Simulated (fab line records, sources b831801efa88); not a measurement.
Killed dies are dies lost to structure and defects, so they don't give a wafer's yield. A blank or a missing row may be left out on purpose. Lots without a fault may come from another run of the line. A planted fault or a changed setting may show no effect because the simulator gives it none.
One fault seen from 2 desks | flow gf180mcu | each desk has only its own numbers; what lay behind them comes last

THE METROLOGY DESK
What the gauges read, lot by lot, whatever tool the lot ran on: means of the sampled wafers that have a number. A lot is out of limits, marked OUT, if its mean lies more than 4 standard deviations from the usual mean; the brackets give that distance.
Columns: A = M3_OVL at GF_M3_OVL_MEAS_15, usual -1 nm; B = cd_nm at GF_V3_CD_MEAS_14, usual 260.0 nm; C = M4_OVL at GF_M4_OVL_MEAS_15, usual -1 nm
lot  | first seen here | A            | B     | C
L226 | day 21 09:38    | 5            | 259.8 | 2
L227 | day 21 13:29    | -5           | 259.0 | -5
L229 | day 22 21:50    | -0           | 260.3 | -3
L230 | day 23 01:34    | -8           | 258.7 | 4
L231 | day 23 10:53    | -2           | 260.2 | 1
L232 | day 23 16:38    | 0            | 261.0 | 2
L233 | day 24 01:07    | 7            | 260.2 | 1
L234 | day 24 07:46    | -5           | 260.2 | 3
L238 | day 25 18:31    | 76 (+14) OUT | 258.0 | 2
L239 | day 25 22:38    | 65 (+12) OUT | 260.7 | -2
L240 | day 26 02:55    | 66 (+12) OUT | 260.4 | 1
L245 | day 27 15:31    | 0            | 259.6 | -8
L246 | day 27 20:55    | -1           | 260.2 | 1
L249 | day 28 17:10    | -4           | 260.3 | -9
This desk's finding: out of limits on L238, L239, L240; first on L238, day 25 18:31 (M3_OVL at GF_M3_OVL_MEAS_15). In limits: L226, L227, L229, L230, L231, L232, L233, L234, L245, L246, L249.

THE TOOL OWNER'S DESK: krf_scanner-01
The tool's own readings at GF_M3_EXPOSE_11 (exposes mask Metal3, target cd 280 nm): means of the sampled wafers that have a number, for each lot that ran on this tool. A lot is out of limits, marked OUT, if its mean lies more than 4 standard deviations from the usual mean; the brackets give that distance.
Columns: A = focus_offset_nm at GF_M3_EXPOSE_11, usual -0.1 nm
lot  | first seen here | A
L226 | day 20 22:09    | 0.5
L230 | day 22 14:26    | -0.2
L231 | day 22 23:31    | -0.2
L232 | day 23 05:28    | 0.4
L238 | day 25 08:03    | -0.5
L239 | day 25 12:26    | -0.3
L240 | day 25 17:04    | -0.9
This desk's finding: nothing out of limits on any of the 7 lots.

PUT TOGETHER
The metrology desk could have raised an alarm at day 25 18:31, on L238, L239, L240.
The tool owner's desk saw nothing out of limits.
The tool owner's desk has L238, L239, L240 on record, within its limits.
Of the lots named, all ran GF_M3_EXPOSE_11 on krf_scanner-01.

WHAT THE SIMULATOR HAD PUT IN
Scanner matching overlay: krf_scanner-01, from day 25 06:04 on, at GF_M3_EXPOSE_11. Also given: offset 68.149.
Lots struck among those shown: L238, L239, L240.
Hours from the fault's start to each desk's first reading out of limits: the metrology desk, 12.
